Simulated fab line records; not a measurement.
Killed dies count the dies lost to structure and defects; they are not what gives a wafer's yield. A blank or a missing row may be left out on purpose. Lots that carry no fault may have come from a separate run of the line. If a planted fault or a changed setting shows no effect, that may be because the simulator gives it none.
Chamber matching	flow sky130	hdpcvd-01 running SKY_FIELD_ISO_CVD_24: 3 sister chambers
The step deposits SiO2, target thk 595 nm, time 99.2 s. 3 wafers are shown with their chamber, then 7 later ones without.

WAFERS, EACH WITH ITS CHAMBER
wafer	chamber	run length s (s)
L310.3	2	128.4
L315.1	0	126.8
L315.2	1	126.2

WAFERS WHOSE CHAMBER IS MISSING
wafer	run length s (s)
L315.3	127.9
L317.2	126.2
L317.4	126.3
L317.6	126.0
L318.1	126.3
L318.2	128.1
L318.5	126.5

THE CHAMBER EACH PASSED THROUGH
wafer	from the rows above	in truth
L315.3	2	2
L317.2	1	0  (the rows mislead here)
L317.4	can't be placed: 1 or 0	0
L317.6	1	1
L318.1	can't be placed: 1 or 0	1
L318.2	2	2
L318.5	can't be placed: 0 or 1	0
Placed correctly: 3 of 7. Can't be placed from these rows: 3 (the true chamber is among the candidates in 3). Number placed wrongly: 1.
How it was worked out, from the rows above alone: a wafer's distance from a chamber is the root of the sum, over the readings, of the square of ((its reading less the chamber's mean) divided by the reading's scatter). The wafer belongs to the nearest chamber; if the next one is less than 2 further off, it can't be placed. Each chamber's mean is taken over the wafers shown for it. The scatter (one wafer shown for each chamber): square how far every hidden wafer sits from the nearest shown wafer, average those squares and take the square root.
